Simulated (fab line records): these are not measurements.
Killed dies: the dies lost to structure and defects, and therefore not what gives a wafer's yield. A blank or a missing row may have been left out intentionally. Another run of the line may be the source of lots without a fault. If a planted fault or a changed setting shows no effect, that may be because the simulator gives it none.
fab line records + flow sky130
record
- lots=13
- wafers=39
- lastDay=50
route steps=708 shown FIELD_ISO@16 VIA4@640 PASSIVATION@683 PAD_OPEN@708
lots that met no fault: taken from a fault-free run of the same line
startH: hours from the record's opening day to when the first of the lot's shown wafers began + waitH: how many hours have passed since the lot's step before this one + " unchanged from the row above + L1.1+2: several wafers, shown together as one row + - value missing, or start not given + * or withheld: withheld + < > ~ a bound
route shown NAME@n: a module of which the file shows steps, and the number in the route of the first + usual: average and standard deviation across the fault-free wafers + same: alike in all rows + chamber/n: place in a boat + sites: per-site readings + _std_site: standard deviation across them + _edge_site: mean of outer sites minus mean of inner sites + radiusMm: how far each site lies from the wafer's centre + mask NAME#n: copy n + behind: the tool/chamber that last shaped the wafer + hold: why the lot went on hold/how many hours it stayed there/how the hold came to an end + device: names the non-switching transistor (n, p or np) + end of line: the tests these same wafers got at the end of their route + for a step that has no rows: nothing shown but its recipe + killed: at the first sort, the dies lost to defects and structure; wafer yield is something else + map: per-die view of a wafer (x killed, . not killed, _ where there is no die)
set.NAME: the setting that was run; set.NAME@STEP: the one run at that earlier step + model.NAME: the simulator's own value behind a step, which no gauge read
the route's steps for a sample of lots (tables are steps, rows are wafers)
services: the hour from which a tool's chamber was out of use, counted from the record's first day as startH (under 0 if before that day), plus the number of hours and why
## steps
# step SKY_FIELD_ISO_ETCH_15
# recipe
- chemistry=CHF3/O2
- targetDepthNm=180
- stopOn=Si
- sourceW=600
- biasW=200
- pressureMtorr=40
- chf3FlowSccm=50
- O2_flow_sccm=5
- timeS=72
# usual
- drypumpMotorCurrentA=5.7/0.33
- oesProductAu=0.940/0.0064
- throttleValvePct=8.842/0.0082
| lot.wafer | tool       | chamber | startH | waitH | drypumpMotorCurrentA | oesProductAu | rfHoursCounterH | throttleValvePct |
|-----------|------------|---------|--------|-------|----------------------|--------------|-----------------|------------------|
| L363.2    | rieDiel-02 | 0       | 26.95  | 0.0   | 5.5                  | 0.949        | 55              | 8.844            |
| L363.4    | "          | 2       | "      | "     | 6.3                  | 0.932        | 68              | 8.853            |
| L363.5    | "          | 2       | "      | "     | 6.3                  | 0.942        | -               | 8.839            |
| L364.2    | rieDiel-02 | 3       | 35.94  | 0.0   | 6.0                  | 0.936        | 128             | 8.832            |
| L364.3    | "          | 2       | "      | "     | 6.2                  | 0.947        | 68              | 8.844            |
| L364.5    | "          | 2       | "      | "     | 6.3                  | 0.932        | -               | 8.837            |
| L365.3    | rieDiel-02 | 1       | 39.70  | 0.0   | 5.6                  | 0.933        | 66              | 8.836            |
| L365.4    | "          | 2       | "      | "     | 6.3                  | 0.931        | 68              | 8.834            |
| L365.6    | "          | 3       | "      | "     | 6.0                  | 0.927        | -               | 8.836            |
| L368.3    | rieDiel-02 | 3       | 56.40  | 0.0   | 6.0                  | 0.935        | 128             | 8.845            |
| L368.4    | "          | 1       | "      | "     | 5.6                  | 0.936        | 66              | 8.851            |
| L368.5    | "          | 2       | "      | "     | 6.2                  | 0.929        | -               | 8.837            |
| L369.2    | rieDiel-01 | 3       | 59.54  | 0.0   | 5.7                  | 0.943        | 126             | 8.836            |
| L369.4    | "          | 2       | "      | "     | 6.0                  | 0.949        | 3               | 8.834            |
| L369.6    | "          | 3       | "      | "     | 5.7                  | 0.943        | -               | 8.847            |
| L376.1    | rieDiel-04 | 1       | 96.29  | 0.0   | 5.8                  | 0.941        | 9               | 8.841            |
| L376.3    | "          | 3       | "      | "     | 5.6                  | 0.929        | 20              | 8.846            |
| L376.6    | "          | 2       | "      | "     | 4.8                  | 0.929        | -               | 8.861            |
| L380.2    | rieDiel-02 | 1       | 117.65 | 0.0   | 5.6                  | 0.952        | 67              | 8.847            |
| L380.4    | "          | 3       | "      | "     | 6.0                  | 0.938        | 130             | 8.841            |
| L380.6    | "          | 0       | "      | "     | 5.5                  | 0.934        | -               | 8.843            |
| L381.1    | rieDiel-01 | 1       | 123.82 | 0.0   | 5.9                  | 0.940        | 100             | 8.868            |
| L381.4    | "          | 2       | "      | "     | 6.0                  | 0.936        | 5               | 8.838            |
| L381.5    | "          | 3       | "      | "     | 5.7                  | 0.948        | -               | 8.832            |
| L382.1    | rieDiel-04 | 3       | 128.55 | 0.0   | 5.6                  | 0.944        | 21              | 8.832            |
| L382.2    | "          | 0       | "      | "     | 5.1                  | 0.948        | 39              | 8.853            |
| L382.3    | "          | 1       | "      | "     | 5.8                  | 0.949        | 10              | 8.837            |
| L383.1    | rieDiel-01 | 0       | 132.44 | 0.0   | 5.8                  | 0.935        | 97              | 8.832            |
| L383.2    | "          | 2       | "      | "     | 6.0                  | 0.935        | 5               | 8.845            |
| L383.4    | "          | 1       | "      | "     | 5.9                  | 0.937        | 100             | 8.859            |
| L384.1    | rieDiel-02 | 3       | 139.55 | 0.0   | 6.0                  | 0.948        | 130             | 8.850            |
| L384.2    | "          | 1       | "      | "     | 5.6                  | 0.953        | 68              | 8.850            |
| L384.6    | "          | 0       | "      | "     | 5.5                  | 0.938        | -               | 8.848            |
| L385.1    | rieDiel-02 | 1       | 141.84 | 0.0   | 5.6                  | 0.938        | 68              | 8.834            |
| L385.4    | "          | 3       | "      | "     | 6.0                  | 0.952        | 130             | 8.848            |
| L385.6    | "          | 1       | "      | "     | 5.6                  | 0.941        | -               | 8.851            |
| L386.2    | rieDiel-01 | 2       | 146.84 | 0.0   | 6.0                  | 0.938        | 5               | 8.841            |
| L386.5    | "          | 3       | "      | "     | 5.7                  | 0.938        | -               | 8.828            |
| L386.6    | "          | 0       | "      | "     | 5.7                  | 0.944        | -               | 8.833            |
# step SKY_VIA4_THK_MEAS_01
# recipe
- reads=SiO2_of_VIA4_HDPCVD_00
# usual
- VIA4_HDPCVD_THK=1750/15
| lot.wafer | tool         | chamber | startH  | waitH | VIA4_HDPCVD_THK[nm] |
|-----------|--------------|---------|---------|-------|---------------------|
| L363.2    | filmMetro-02 | -       | 970.70  | 0.1   | 1754                |
| L363.4    | "            | -       | "       | "     | 1745                |
| L363.5    | "            | -       | "       | "     | 1728                |
| L364.2    | filmMetro-01 | -       | 990.14  | 0.1   | 1774                |
| L364.3    | "            | -       | "       | "     | 1753                |
| L364.5    | "            | -       | "       | "     | 1765                |
| L365.3    | filmMetro-02 | -       | 991.31  | 0.1   | 1736                |
| L365.4    | "            | -       | "       | "     | 1763                |
| L365.6    | "            | -       | "       | "     | 1754                |
| L368.3    | filmMetro-01 | -       | 1013.61 | 0.1   | 1749                |
| L368.4    | "            | -       | "       | "     | 1765                |
| L368.5    | "            | -       | "       | "     | 1741                |
| L369.2    | filmMetro-01 | -       | 1024.22 | 0.1   | 1734                |
| L369.4    | "            | -       | "       | "     | 1733                |
| L369.6    | "            | -       | "       | "     | 1744                |
| L376.1    | filmMetro-02 | -       | 1068.46 | 0.1   | 1747                |
| L376.3    | "            | -       | "       | "     | 1742                |
| L376.6    | "            | -       | "       | "     | 1740                |
| L380.2    | filmMetro-02 | -       | 1087.14 | 0.1   | 1734                |
| L380.4    | "            | -       | "       | "     | 1735                |
| L380.6    | "            | -       | "       | "     | 1740                |
| L381.1    | filmMetro-03 | -       | 1097.67 | 0.1   | 1776                |
| L381.4    | "            | -       | "       | "     | 1765                |
| L381.5    | "            | -       | "       | "     | 1773                |
| L382.1    | filmMetro-01 | -       | 1099.55 | 0.1   | 1763                |
| L382.2    | "            | -       | "       | "     | 1728                |
| L382.3    | "            | -       | "       | "     | 1742                |
| L383.1    | filmMetro-03 | -       | 1106.38 | 0.1   | 1765                |
| L383.2    | "            | -       | "       | "     | 1770                |
| L383.4    | "            | -       | "       | "     | 1768                |
| L384.1    | filmMetro-01 | -       | 1109.72 | 0.1   | 1790                |
| L384.2    | "            | -       | "       | "     | 1778                |
| L384.6    | "            | -       | "       | "     | 1770                |
| L385.1    | filmMetro-03 | -       | 1113.83 | 0.1   | 1753                |
| L385.4    | "            | -       | "       | "     | 1753                |
| L385.6    | "            | -       | "       | "     | 1760                |
| L386.2    | filmMetro-01 | -       | 1116.02 | 0.1   | 1755                |
| L386.5    | "            | -       | "       | "     | 1745                |
| L386.6    | "            | -       | "       | "     | 1748                |
# step SKY_VIA4_SPUTTER_17
# recipe
- material=TiN
- targetThkNm=20
- chamberPressurePa=5
- powerW=4000
- timeS=80
# usual
- throttleValvePct=30.3/1
| lot.wafer | tool          | chamber | startH  | waitH | throttleValvePct |
|-----------|---------------|---------|---------|-------|------------------|
| L363.2    | pvdSputter-03 | -       | 995.23  | 0.0   | 31.6             |
| L363.4    | "             | -       | "       | "     | 29.3             |
| L363.5    | "             | -       | "       | "     | 29.3             |
| L364.2    | pvdSputter-01 | -       | 1014.24 | 0.0   | 30.7             |
| L364.3    | "             | -       | "       | "     | 30.1             |
| L364.5    | "             | -       | "       | "     | 29.4             |
| L365.3    | pvdSputter-01 | -       | 1014.92 | 0.0   | 31.7             |
| L365.4    | "             | -       | "       | "     | 30.1             |
| L365.6    | "             | -       | "       | "     | 30.9             |
| L368.3    | pvdSputter-03 | -       | 1037.15 | 0.0   | 29.4             |
| L368.4    | "             | -       | "       | "     | 31.7             |
| L368.5    | "             | -       | "       | "     | 30.9             |
| L369.2    | pvdSputter-03 | -       | 1047.61 | 0.0   | 30.9             |
| L369.4    | "             | -       | "       | "     | 29.3             |
| L369.6    | "             | -       | "       | "     | 31.8             |
| L376.1    | pvdSputter-01 | -       | 1089.95 | 0.0   | 30.2             |
| L376.3    | "             | -       | "       | "     | 29.0             |
| L376.6    | "             | -       | "       | "     | 29.3             |
| L380.2    | pvdSputter-01 | -       | 1107.77 | 0.0   | 31.9             |
| L380.4    | "             | -       | "       | "     | 29.1             |
| L380.6    | "             | -       | "       | "     | 29.1             |
| L381.1    | pvdSputter-03 | -       | 1118.86 | 0.0   | 31.6             |
| L381.4    | "             | -       | "       | "     | 31.0             |
| L381.5    | "             | -       | "       | "     | 29.4             |
| L382.1    | pvdSputter-03 | -       | 1120.11 | 0.0   | 29.2             |
| L382.2    | "             | -       | "       | "     | 31.2             |
| L382.3    | "             | -       | "       | "     | 29.4             |
| L383.1    | pvdSputter-03 | -       | 1126.83 | 0.0   | 29.5             |
| L383.2    | "             | -       | "       | "     | 31.0             |
| L383.4    | "             | -       | "       | "     | 31.8             |
| L384.1    | pvdSputter-01 | -       | 1130.05 | 0.0   | 30.1             |
| L384.2    | "             | -       | "       | "     | 31.8             |
| L384.6    | "             | -       | "       | "     | 30.4             |
| L385.1    | pvdSputter-01 | -       | 1134.10 | 0.0   | 29.1             |
| L385.4    | "             | -       | "       | "     | 29.9             |
| L385.6    | "             | -       | "       | "     | 31.9             |
| L386.2    | pvdSputter-01 | -       | 1135.79 | 0.0   | 30.5             |
| L386.5    | "             | -       | "       | "     | 31.7             |
| L386.6    | "             | -       | "       | "     | 30.4             |
# step SKY_PASSIVATION_CVD_02
# recipe
- material=Si3N4
- targetThkNm=540
- tempC=400
- timeS=withheld
- rfW=450
# usual
- heaterPowerW=778/170
| lot.wafer | tool     | chamber | startH  | waitH | heaterPowerW |
|-----------|----------|---------|---------|-------|--------------|
| L363.2    | pecvd-01 | 0       | 1018.51 | 0.0   | 1027         |
| L363.4    | "        | 2       | "       | "     | 583          |
| L363.5    | "        | 0       | "       | "     | 1143         |
| L364.2    | pecvd-02 | 1       | 1039.34 | 0.0   | 931          |
| L364.3    | "        | 0       | "       | "     | 661          |
| L364.5    | "        | 0       | "       | "     | 674          |
| L365.3    | pecvd-01 | 2       | 1039.55 | 0.0   | 640          |
| L365.4    | "        | 1       | "       | "     | 744          |
| L365.6    | "        | 2       | "       | "     | 671          |
| L368.3    | pecvd-01 | 1       | 1060.58 | 0.1   | 794          |
| L368.4    | "        | 2       | "       | "     | 700          |
| L368.5    | "        | 1       | "       | "     | 788          |
| L369.2    | pecvd-01 | 2       | 1070.60 | 0.0   | 597          |
| L369.4    | "        | 1       | "       | "     | 721          |
| L369.6    | "        | 0       | "       | "     | 1226         |
| L376.1    | pecvd-01 | 0       | 1111.77 | 0.1   | 1090         |
| L376.3    | "        | 1       | "       | "     | 760          |
| L376.6    | "        | 0       | "       | "     | 1102         |
| L380.2    | pecvd-01 | 1       | 1129.23 | 0.0   | 770          |
| L380.4    | "        | 1       | "       | "     | 786          |
| L380.6    | "        | 0       | "       | "     | 1168         |
| L381.1    | pecvd-04 | 1       | 1140.15 | 0.1   | 649          |
| L381.4    | "        | 2       | "       | "     | 723          |
| L381.5    | "        | 1       | "       | "     | 662          |
| L382.1    | pecvd-02 | 1       | 1140.81 | 0.1   | 794          |
| L382.2    | "        | 0       | "       | "     | 689          |
| L382.3    | "        | 2       | "       | "     | 673          |
| L383.1    | pecvd-04 | 1       | 1147.05 | 0.1   | 630          |
| L383.2    | "        | 0       | "       | "     | 635          |
| L383.4    | "        | 2       | "       | "     | 641          |
| L384.1    | pecvd-02 | 0       | 1149.94 | 0.1   | 649          |
| L384.2    | "        | 1       | "       | "     | 812          |
| L384.6    | "        | 2       | "       | "     | 704          |
| L385.1    | pecvd-02 | 0       | 1153.79 | 0.1   | 697          |
| L385.4    | "        | 2       | "       | "     | 590          |
| L385.6    | "        | 1       | "       | "     | 829          |
| L386.2    | pecvd-02 | 2       | 1155.82 | 0.0   | 700          |
| L386.5    | "        | 2       | "       | "     | 719          |
| L386.6    | "        | 1       | "       | "     | 834          |
# step SKY_PAD_OPEN_PROBE_99
# usual
- killed_at_M0_to_M3=43/6.5
- killed_at_M4_up=3.2/1.8
- killedAtContacts=24/5
- killedAtFrontEnd=15/4.1
- killedAtOther=0.3/0.54
- killedDies=85/9.3
- killedOpen=47/7.2
- killedShort=39/5.9
# same
- grossDies=492
- killedAtBackSide=0
| lot.wafer | tool      | chamber | startH  | waitH | killed_at_M0_to_M3 | killed_at_M4_up | killedAtContacts | killedAtFrontEnd | killedAtOther | killedDies | killedOpen | killedShort |
|-----------|-----------|---------|---------|-------|--------------------|-----------------|------------------|------------------|---------------|------------|------------|-------------|
| L365.3    | prober-02 | -       | 1085.44 | 0.2   | 45                 | 2               | 28               | 60               | 1             | 136        | 63         | 32          |
| L365.4    | prober-02 | -       | 1085.49 | 0.2   | 47                 | 3               | 24               | 51               | 0             | 125        | 48         | 47          |
| L365.6    | prober-02 | -       | 1085.59 | 0.2   | 47                 | 4               | 24               | 69               | 0             | 144        | 48         | 39          |
| L368.3    | prober-01 | -       | 1104.28 | 0.2   | 45                 | 5               | 24               | 69               | 0             | 143        | 46         | 42          |
| L368.4    | prober-01 | -       | 1104.33 | 0.2   | 41                 | 3               | 26               | 58               | 2             | 130        | 45         | 47          |
| L368.5    | prober-01 | -       | 1104.38 | 0.2   | 36                 | 8               | 21               | 45               | 0             | 110        | 45         | 30          |
| L376.1    | prober-01 | -       | 1152.46 | 0.1   | 51                 | 3               | 22               | 21               | 1             | 98         | 48         | 50          |
| L376.3    | prober-01 | -       | 1152.56 | 0.2   | 34                 | 5               | 21               | 14               | 1             | 75         | 44         | 30          |
| L376.6    | prober-01 | -       | 1152.71 | 0.2   | 45                 | 2               | 26               | 19               | 0             | 92         | 59         | 33          |
# killed by level:class
L365.3 FIELD_ISO:unspecified=41 VIA1:geometricParticle:open=17 CONTACT:geometricParticle:open=15 VIA3:geometricParticle:open=8 FIELD_ISO:geometricParticle:open=5 POLY_GATE:geometricParticle:open=5 METAL1:geometricParticle:short=5 VIA2:geometricParticle:open=5
L365.4 FIELD_ISO:unspecified=30 VIA1:geometricParticle:open=11 VIA1:geometricParticle:short=9 VIA2:geometricParticle:open=9 FIELD_ISO:geometricParticle:short=8 LI_CONTACT:geometricParticle:open=7 CONTACT:geometricParticle:open=7 VIA3:geometricParticle:open=6
L365.6 FIELD_ISO:unspecified=57 VIA1:geometricParticle:open=12 CONTACT:geometricParticle:open=10 VIA3:geometricParticle:open=7 METAL2:geometricParticle:short=7 METAL1:geometricParticle:short=6 VIA2:geometricParticle:open=5 LOCAL_INTERCONNECT:geometricParticle:short=4
L368.3 FIELD_ISO:unspecified=55 VIA1:geometricParticle:open=9 METAL1:geometricParticle:short=9 CONTACT:geometricParticle:open=8 LI_CONTACT:geometricParticle:open=8 VIA3:geometricParticle:short=6 FIELD_ISO:geometricParticle:short=4 CONTACT:geometricParticle:short=4
L368.4 FIELD_ISO:unspecified=37 CONTACT:geometricParticle:open=11 VIA1:geometricParticle:open=9 METAL1:geometricParticle:short=7 METAL2:geometricParticle:short=7 FIELD_ISO:geometricParticle:short=6 CONTACT:geometricParticle:short=6 LI_CONTACT:geometricParticle:open=5
L368.5 FIELD_ISO:unspecified=34 VIA2:geometricParticle:open=8 LI_CONTACT:geometricParticle:open=6 VIA1:geometricParticle:open=6 LOCAL_INTERCONNECT:geometricParticle:short=5 METAL2:geometricParticle:short=5 VIA3:geometricParticle:open=5 METAL4:geometricParticle:short=5
L376.1 VIA1:geometricParticle:open=11 FIELD_ISO:geometricParticle:short=8 CONTACT:geometricParticle:open=7 VIA3:geometricParticle:open=7 LOCAL_INTERCONNECT:geometricParticle:short=6 VIA1:geometricParticle:short=6 METAL1:geometricParticle:short=5 POLY_GATE:geometricParticle:open=5
L376.3 CONTACT:geometricParticle:open=8 VIA1:geometricParticle:open=7 LI_CONTACT:geometricParticle:open=6 FIELD_ISO:geometricParticle:open=5 VIA1:geometricParticle:short=4 METAL1:geometricParticle:short=4 FIELD_ISO:geometricParticle:short=3 METAL2:geometricParticle:short=3
L376.6 VIA1:geometricParticle:open=14 CONTACT:geometricParticle:open=10 VIA3:geometricParticle:open=9 VIA2:geometricParticle:open=6 FIELD_ISO:geometricParticle:open=5 POLY_GATE:geometricParticle:short=5 LI_CONTACT:geometricParticle:open=5 POLY_GATE:geometricParticle:open=4
## services
| tool          | chamber | startH | hours | kind   |
|---------------|---------|--------|-------|--------|
| pvdSputter-01 | -       | 20.69  | 11.5  | repair |
| pvdSputter-01 | -       | 56.43  | 2.7   | repair |
| pvdSputter-01 | -       | 140.57 | 0.6   | repair |
| pvdSputter-01 | -       | 188.05 | 15.1  | repair |
| rieDiel-02    | 1       | 230.61 | 5.7   | repair |
| rieDiel-02    | 0       | 245.71 | 6.8   | repair |
| pvdSputter-01 | -       | 277.34 | 2.7   | repair |
| pvdSputter-01 | -       | 320.55 | 3.4   | repair |
| rieDiel-02    | 3       | 328.25 | 5.5   | repair |
| rieDiel-02    | -       | 392.18 | 2.8   | pm     |
| pvdSputter-01 | -       | 418.70 | 2.7   | repair |
| rieDiel-02    | 0       | 454.96 | 6.2   | repair |
| rieDiel-02    | -       | 465.49 | 1.5   | repair |
| rieDiel-02    | 1       | 481.17 | 26.9  | repair |
| rieDiel-02    | 3       | 488.55 | 4.4   | repair |
| pvdSputter-01 | -       | 508.37 | 3.7   | repair |
| rieDiel-02    | -       | 564.46 | 15.1  | repair |
| rieDiel-02    | 3       | 673.17 | 13.3  | repair |
| pvdSputter-01 | -       | 775.36 | 1.7   | repair |
| rieDiel-02    | 0       | 792.24 | 3.8   | repair |
| rieDiel-02    | 0       | 801.27 | 6.8   | repair |
| pvdSputter-01 | -       | 801.59 | 0.9   | repair |
| rieDiel-02    | 2       | 806.87 | 10.0  | repair |
| rieDiel-02    | 3       | 831.97 | 1.7   | repair |
## key
firstSign
- step=SKY_PAD_OPEN_PROBE_99
- reading=killedAtFrontEnd
- direction=up
- sigmas=10
- usual=15
- struck=59
effect
- step=SKY_PAD_OPEN_PROBE_99
- reading=killedDies
- direction=up
- sigmas=4.9
- usual=85
- struck=131
metAt SKY_FIELD_ISO_ETCH_15
struckLots L365,L368
testerLeftOut L365,L368
notActingAt SKY_VIA4_THK_MEAS_01,SKY_VIA4_SPUTTER_17,SKY_PASSIVATION_CVD_02
onsetBetween 35.94 39.70
fault
- kind=chamberParticleSource
- tool=rieDiel-02
- chamber=-
- onsetH=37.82
- steps=SKY_FIELD_ISO_ETCH_15
- ratePerVisitCm2=1.9515
- endH=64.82
# testerLeftOut: of these lots the tester's yield and bins aren't shown, on N5 and GAA mostly nor the transistor test; their killed dies are dies lost to structure and defects alone, not to doping, threshold or leakage, so they don't give the yield
